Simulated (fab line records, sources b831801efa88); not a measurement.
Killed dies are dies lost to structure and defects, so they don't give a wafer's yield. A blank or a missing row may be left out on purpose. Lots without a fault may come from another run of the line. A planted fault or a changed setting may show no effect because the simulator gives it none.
fab line records | flow sky130
record lots=5 wafers=15 last_day=49
route steps=708 shown FIELD_ISO@5
lots that met no fault: from a run of the same line without faults
start_h: hours from the record's first day to the start of the lot's first wafer shown | wait_h: hours since the lot's step before | " the same as in the row above | L1.1+2: a row that stands for several wafers | - no value, or no start given | * or withheld: withheld | < > ~ a bound
route shown NAME@n: a module of which the file shows steps, and the number in the route of the first | usual: mean/standard deviation of fault-free wafers | same: alike in all rows | chamber/n: place in a boat | sites: the reading at each site | _std_site: their standard deviation | _edge_site: outer sites' mean less inner sites' | radius_mm: how far each site lies from the wafer's centre | mask NAME#n: copy n | behind: the tool/chamber that last shaped the wafer | hold: why the lot was held/for how many hours/how that ended | device: the transistor (n, p or np) that didn't switch | end of line: the same wafers' tests at the end of the route | a step without rows: its recipe alone | killed: dies lost to structure and defects at the first sort, not the wafer's yield | map: a wafer's dies, x killed, . not, _ none there
set.NAME: the setting as run; set.NAME@STEP: as run at that earlier step | model.NAME: the simulator's own value behind a step, which no gauge read
lots at some steps of the route; a table a step, a row a wafer
services: from which hour (start_h, from the record's first day; less than 0 if before it) a tool's chamber was out of use, for how many hours, and why
## steps
# step SKY_FIELD_ISO_THK_MEAS_04
# recipe reads=Si3N4_of_FIELD_ISO_CVD_03
# usual FIELD_ISO_CVD_03_THK=165.9/1.6
# columns lot.wafer tool chamber start_h wait_h FIELD_ISO_CVD_03_THK[nm]
L076.1 film_metro-02 - 25.10 0.0 166.7
L076.3 " - " " 165.7
L076.6 " - " " 166.3
L081.1 film_metro-01 - 49.37 0.0 166.5
L081.2 " - " " 167.3
L081.5 " - " " 166.1
L084.2 film_metro-01 - 65.75 0.0 166.6
L084.4 " - " " 166.8
L084.6 " - " " 166.1
L086.2 film_metro-01 - 73.49 0.0 164.1
L086.4 " - " " 165.4
L086.6 " - " " 165.2
L088.1 film_metro-03 - 83.82 0.0 166.5
L088.5 " - " " 165.8
L088.6 " - " " 167.6
# step SKY_FIELD_ISO_DEHYDRATE_05
# recipe temp_c=200 time_s=60
# columns lot.wafer tool chamber start_h wait_h
L076.1+3+6 litho_track-02 0 32.23 7.1
L081.1+2+5 litho_track-03 0 56.95 7.6
L084.2+4+6 litho_track-01 0 73.32 7.6
L086.2+4+6 litho_track-01 0 81.87 8.4
L088.1+5+6 litho_track-02 0 91.23 7.4
# step SKY_FIELD_ISO_HMDS_06
# recipe prime_time_s=60 prime_temp_c=120
# columns lot.wafer tool chamber start_h wait_h
L076.1+3+6 litho_track-02 0 32.38 0.1
L081.1+2+5 litho_track-03 0 57.10 0.1
L084.2+4+6 litho_track-01 0 73.47 0.1
L086.2+4+6 litho_track-01 0 82.02 0.1
L088.1+5+6 litho_track-02 0 91.38 0.1
# step SKY_FIELD_ISO_COAT_07
# recipe resist=BARC temp_c=withheld time_s=withheld spin_rpm=3000 resist_thk_nm=60
# usual dispense_pressure_kPa=49.1/1.6
# columns lot.wafer tool chamber start_h wait_h dispense_pressure_kPa
L076.1 litho_track-02 0 32.53 0.1 51.3
L076.3 " 0 " " 51.3
L076.6 " 0 " " 51.4
L081.1 litho_track-03 0 57.25 0.1 49.9
L081.2 " 0 " " 49.9
L081.5 " 0 " " 49.9
L084.2 litho_track-01 0 73.62 0.1 47.4
L084.4 " 0 " " 47.4
L084.6 " 0 " " 47.4
L086.2 litho_track-01 0 82.17 0.1 47.4
L086.4 " 0 " " 47.4
L086.6 " 0 " " 47.4
L088.1 litho_track-02 0 91.53 0.1 51.4
L088.5 " 0 " " 51.4
L088.6 " 0 " " 51.4
# step SKY_FIELD_ISO_COAT_08
# recipe resist=KrF-thick spin_rpm=3000 resist_thk_nm=450
# usual dispense_pressure_kPa=49.1/1.6
# columns lot.wafer tool chamber start_h wait_h dispense_pressure_kPa
L076.1 litho_track-02 0 - - 51.4
L076.3 " 0 " " 51.4
L076.6 " 0 " " 51.4
L081.1 litho_track-03 0 - - 49.9
L081.2 " 0 " " 50.0
L081.5 " 0 " " 49.9
L084.2 litho_track-01 0 - - 47.4
L084.4 " 0 " " 47.4
L084.6 " 0 " " 47.4
L086.2 litho_track-01 0 - - 47.4
L086.4 " 0 " " 47.4
L086.6 " 0 " " 47.3
L088.1 litho_track-02 0 - - 51.3
L088.5 " 0 " " 51.4
L088.6 " 0 " " 51.3
# step SKY_FIELD_ISO_SOFTBAKE_09
# recipe temp_c=100 time_s=94.5 resist=KrF-thick
# usual plate_sensor_t_centre_C=100.88/0.0098 plate_sensor_t_edge_C=100.95/0.01 softbake_temp_c=99.99/0.12
# columns lot.wafer tool chamber start_h wait_h plate_sensor_t_centre_C plate_sensor_t_edge_C softbake_temp_c
L076.1 litho_track-02 0 - - 100.88 100.94 99.92
L076.3 " 0 " " 100.89 100.96 100.08
L076.6 " 0 " " 100.88 100.94 100.06
L081.1 litho_track-03 0 - - 100.89 100.95 99.90
L081.2 " 0 " " 100.88 100.94 100.04
L081.5 " 0 " " 100.89 100.95 99.84
L084.2 litho_track-01 0 - - 100.89 100.96 100.14
L084.4 " 0 " " 100.87 100.95 100.06
L084.6 " 0 " " 100.87 100.95 100.06
L086.2 litho_track-01 0 - - 100.88 100.94 100.04
L086.4 " 0 " " 100.88 100.96 99.96
L086.6 " 0 " " 100.88 100.96 99.98
L088.1 litho_track-02 0 - - 100.87 100.94 100.18
L088.5 " 0 " " 100.88 100.96 100.18
L088.6 " 0 " " 100.87 100.96 99.91
# step SKY_FIELD_ISO_EXPOSE_10
# recipe mask_id=FOM na=0.68 source_shape=annular sigma_inner=0.4 sigma_outer=0.8 target_cd_nm=150 dose_mj=28
# same sigma_inner=0.4 sigma_outer=0.8
# columns lot.wafer tool chamber start_h wait_h mask
L076.1+3+6 krf_scanner-02 0 - - FOM#0
L081.1+2+5 krf_scanner-02 0 - - FOM#0
L084.2+4+6 krf_scanner-01 0 - - FOM#0
L086.2+4+6 krf_scanner-01 0 - - FOM#0
L088.1+5+6 krf_scanner-02 0 - - FOM#0
## services
# columns tool chamber start_h hours kind
krf_scanner-01 - 20.46 1.3 pm
krf_scanner-02 - 21.76 1.3 pm
krf_scanner-02 - 27.67 4.0 pm
krf_scanner-02 - 71.48 3.0 repair
krf_scanner-01 - 83.41 4.0 pm
krf_scanner-02 - 88.45 1.0 pm
## key
fault none
